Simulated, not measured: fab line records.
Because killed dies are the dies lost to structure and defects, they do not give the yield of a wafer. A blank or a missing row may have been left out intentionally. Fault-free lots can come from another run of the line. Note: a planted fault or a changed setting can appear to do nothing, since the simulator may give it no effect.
Which of the tools did it? :: flow sky130 :: 11 lots with 32 wafers sampled at 4 steps, on a route of 708 steps

## WHAT THE GAUGES SHOWED, per wafer
SKY_SD_N_RS_MEAS_17: a four-point-probe measurement.
lot: L873
measured: day 28 21:49
on: film-metro-04
SD_P_RS (ohm/sq): 146.9 146.4 147.0

lot: L874
measured: day 29 08:52
on: film-metro-04
SD_P_RS (ohm/sq): 147.0 147.1 147.0

lot: L885
measured: day 33 02:07
on: film-metro-03
SD_P_RS (ohm/sq): 150.5 146.6

lot: L884
measured: day 33 02:54
on: film-metro-04
SD_P_RS (ohm/sq): 150.8 147.7 147.4

lot: L886
measured: day 33 08:02
on: film-metro-03
SD_P_RS (ohm/sq): 147.5 147.1 146.9

lot: L887
measured: day 33 18:31
on: film-metro-04
SD_P_RS (ohm/sq): 147.2 147.7 147.2

lot: L888
measured: day 34 05:15
on: film-metro-02
SD_P_RS (ohm/sq): 146.6 146.7 147.0

lot: L889
measured: day 34 09:49
on: film-metro-03
SD_P_RS (ohm/sq): 147.0 147.0 147.3

lot: L890
measured: day 34 16:59
on: film-metro-04
SD_P_RS (ohm/sq): 147.2 147.3 147.7

lot: L891
measured: day 35 00:16
on: film-metro-03
SD_P_RS (ohm/sq): 146.6 147.0 146.9

lot: L893
measured: day 35 19:40
on: film-metro-02
SD_P_RS (ohm/sq): 146.9 146.7 146.6

## EACH LOT AND THE TOOL THAT RAN IT (in order: tool; ch and the chambers of the sampled wafers; start)
lot: L873
SKY_SD_P_IMPLANT_09: implanter-02 ch 0, day 26 11:13
SKY_SD_P_STRIP_10: plasma-asher-03 ch 0,1, day 26 11:22
SKY_SD_N_RTA_14: rtp-anneal-01 ch 0, day 28 21:31

lot: L874
SKY_SD_P_IMPLANT_09: implanter-01 ch 0, day 26 22:05
SKY_SD_P_STRIP_10: plasma-asher-02 ch 0,1, day 26 22:13
SKY_SD_N_RTA_14: rtp-anneal-02 ch 0, day 29 08:34

lot: L885
SKY_SD_P_IMPLANT_09: implanter-02 ch 0, day 30 17:40
SKY_SD_P_STRIP_10: plasma-asher-03 ch 0, day 30 17:49
SKY_SD_N_RTA_14: rtp-anneal-02 ch 0, day 33 01:49

lot: L884
SKY_SD_P_IMPLANT_09: implanter-02 ch 0, day 30 18:56
SKY_SD_P_STRIP_10: plasma-asher-01 ch 0,1, day 30 19:05
SKY_SD_N_RTA_14: rtp-anneal-01 ch 0, day 33 02:33

lot: L886
SKY_SD_P_IMPLANT_09: implanter-01 ch 0, day 31 00:37
SKY_SD_P_STRIP_10: plasma-asher-02 ch 0,1, day 31 00:46
SKY_SD_N_RTA_14: rtp-anneal-02 ch 0, day 33 07:45

lot: L887
SKY_SD_P_IMPLANT_09: implanter-01 ch 0, day 31 11:16
SKY_SD_P_STRIP_10: plasma-asher-03 ch 0,1, day 31 11:25
SKY_SD_N_RTA_14: rtp-anneal-01 ch 0, day 33 18:13

lot: L888
SKY_SD_P_IMPLANT_09: implanter-04 ch 0, day 31 23:07
SKY_SD_P_STRIP_10: plasma-asher-02 ch 0,1, day 31 23:16
SKY_SD_N_RTA_14: rtp-anneal-02 ch 0, day 34 04:57

lot: L889
SKY_SD_P_IMPLANT_09: implanter-01 ch 0, day 32 03:37
SKY_SD_P_STRIP_10: plasma-asher-02 ch 0,1, day 32 03:44
SKY_SD_N_RTA_14: rtp-anneal-01 ch 0, day 34 09:31

lot: L890
SKY_SD_P_IMPLANT_09: implanter-01 ch 0, day 32 10:52
SKY_SD_P_STRIP_10: plasma-asher-02 ch 0,1, day 32 11:01
SKY_SD_N_RTA_14: rtp-anneal-02 ch 0, day 34 16:42

lot: L891
SKY_SD_P_IMPLANT_09: implanter-04 ch 0, day 32 18:34
SKY_SD_P_STRIP_10: plasma-asher-01 ch 0,1, day 32 18:40
SKY_SD_N_RTA_14: rtp-anneal-01 ch 0, day 34 23:56

lot: L893
SKY_SD_P_IMPLANT_09: implanter-02 ch 0, day 33 14:02
SKY_SD_P_STRIP_10: plasma-asher-03 ch 1, day 33 14:11
SKY_SD_N_RTA_14: rtp-anneal-01 ch 0, day 35 19:22
- SKY_SD_P_IMPLANT_09
- SKY_SD_P_STRIP_10: strips in O2/N2.
- SKY_SD_N_RTA_14: time 2 s.

## THE ANSWER, worked out from the rows above alone
Rule: what is usual is taken from the lots themselves. Put in order of their means at a reading, lots are off if they are a third of the lots or fewer, leave a main group of 4 or more, and stand apart from it by a gap of 3 or more times the standard deviation of the main group's means; of several such gaps the widest counts. Not used: any main group whose means are identical at the precision the tables above print for the reading. A lot without any number at a reading at which 4 lots or more have one is off too. Any other lot the step has rows for is counted as sound.
Off: L885, L884, at SKY_SD_N_RS_MEAS_17 (SD_P_RS). The main group: mean 147.0 ohm/sq, standard deviation 0.24.
If a tool, at a process step before that reading, ran all the lots that are off and no sound lot after the first of them, it fits. Those tools and the gauges at SKY_SD_N_RS_MEAS_17 are tried in the same way. No candidate that was tried fits.

## WHAT WAS PUT IN BY THE SIMULATOR
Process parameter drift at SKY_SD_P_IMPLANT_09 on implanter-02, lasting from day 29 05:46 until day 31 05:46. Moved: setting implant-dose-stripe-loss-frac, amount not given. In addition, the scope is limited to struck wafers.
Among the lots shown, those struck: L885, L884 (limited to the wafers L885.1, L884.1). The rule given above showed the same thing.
